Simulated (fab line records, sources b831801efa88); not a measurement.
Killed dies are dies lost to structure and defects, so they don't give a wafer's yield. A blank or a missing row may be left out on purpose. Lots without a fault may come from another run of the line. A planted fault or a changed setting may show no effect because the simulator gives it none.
Which tool did it? | flow sky130 | 11 lots, 33 wafers sampled, at 3 steps of a route of 708

WHAT THE GAUGES READ, wafer by wafer
SKY_VIA4_OVL_MEAS_11.
lot  | measured     | on         | VIA4_OVL (nm)
L891 | day 42 20:19 | overlay-01 | 0.1 -0.6 0.1
L894 | day 43 18:23 | overlay-02 | 1.3 -1.3 1.9
L895 | day 44 08:19 | overlay-01 | 0.8 -1.8 -1.7
L897 | day 44 09:34 | overlay-02 | 1.9 0.8 -0.6
L896 | day 44 12:10 | overlay-02 | -0.4 0.9 1.7
L899 | day 45 14:01 | overlay-01 | 0.2 -0.4 -0.8
L903 | day 46 06:37 | overlay-02 | -1.0 -1.8 -1.1
L904 | day 46 10:17 | overlay-02 | -1.6 -1.1 0.2
L906 | day 47 06:35 | overlay-02 | -3.3 -1.5 -0.4
L911 | day 48 01:59 | overlay-01 | 2.7 -0.3 0.4
L912 | day 48 14:52 | overlay-01 | 0.6 -1.0 0.2

WHICH TOOL RAN EACH LOT (tool, then ch and the chambers of the sampled wafers, then the start)
lot  | SKY_VIA1_ETCH_15                   | SKY_METAL4_DESCUM_15
L891 | rie_diel-04 ch 0,2, day 34 00:12   | rie_metal-03 ch 0,1, day 41 19:42
L894 | rie_diel-03 ch 0,1, day 35 00:58   | rie_metal-01 ch 0, day 42 18:14
L895 | rie_diel-03 ch 0,2, day 35 15:31   | rie_metal-01 ch 0,1, day 43 08:10
L897 | rie_diel-01 ch 0,1,2, day 35 16:59 | rie_metal-03 ch 0,1, day 43 09:40
L896 | rie_diel-01 ch 1,3, day 35 18:04   | rie_metal-01 ch 1, day 43 11:00
L899 | rie_diel-03 ch 2,3, day 37 05:04   | rie_metal-01 ch 0,1, day 44 15:12
L903 | rie_diel-01 ch 1,2, day 37 21:58   | rie_metal-01 ch 0,1, day 45 07:53
L904 | rie_diel-01 ch 1,3, day 38 05:01   | rie_metal-02 ch 0,1, day 45 11:59
L906 | rie_diel-01 ch 1,2,3, day 39 05:50 | rie_metal-01 ch 0, day 46 09:09
L911 | rie_diel-04 ch 0,1,2, day 40 05:38 | rie_metal-01 ch 0,1, day 47 05:08
L912 | rie_diel-04 ch 0,2,3, day 40 20:48 | rie_metal-01 ch 0, day 47 18:21
- SKY_VIA1_ETCH_15: etches SiO2 in C4F8/O2/Ar, stops on TiN, target depth 351 nm, time 54 s.
- SKY_METAL4_DESCUM_15: chemistry O2, time 8 s.

THE ANSWER, worked out from the rows above alone
Rule: what is usual is taken from the lots themselves. Put in order of their means at a reading, lots are off if they are a third of the lots or fewer, leave a main group of 4 or more, and stand apart from it by a gap of 3 or more times the standard deviation of the main group's means; of several such gaps the widest counts. A main group whose means are all the same, to the digits that the tables above print for the reading, isn't used. A lot without any number at a reading at which 4 lots or more have one is off too. The other lots that the step has rows for count as sound.
No lot is off at any reading shown: from this, nothing can be told.

WHAT THE SIMULATOR HAD PUT IN
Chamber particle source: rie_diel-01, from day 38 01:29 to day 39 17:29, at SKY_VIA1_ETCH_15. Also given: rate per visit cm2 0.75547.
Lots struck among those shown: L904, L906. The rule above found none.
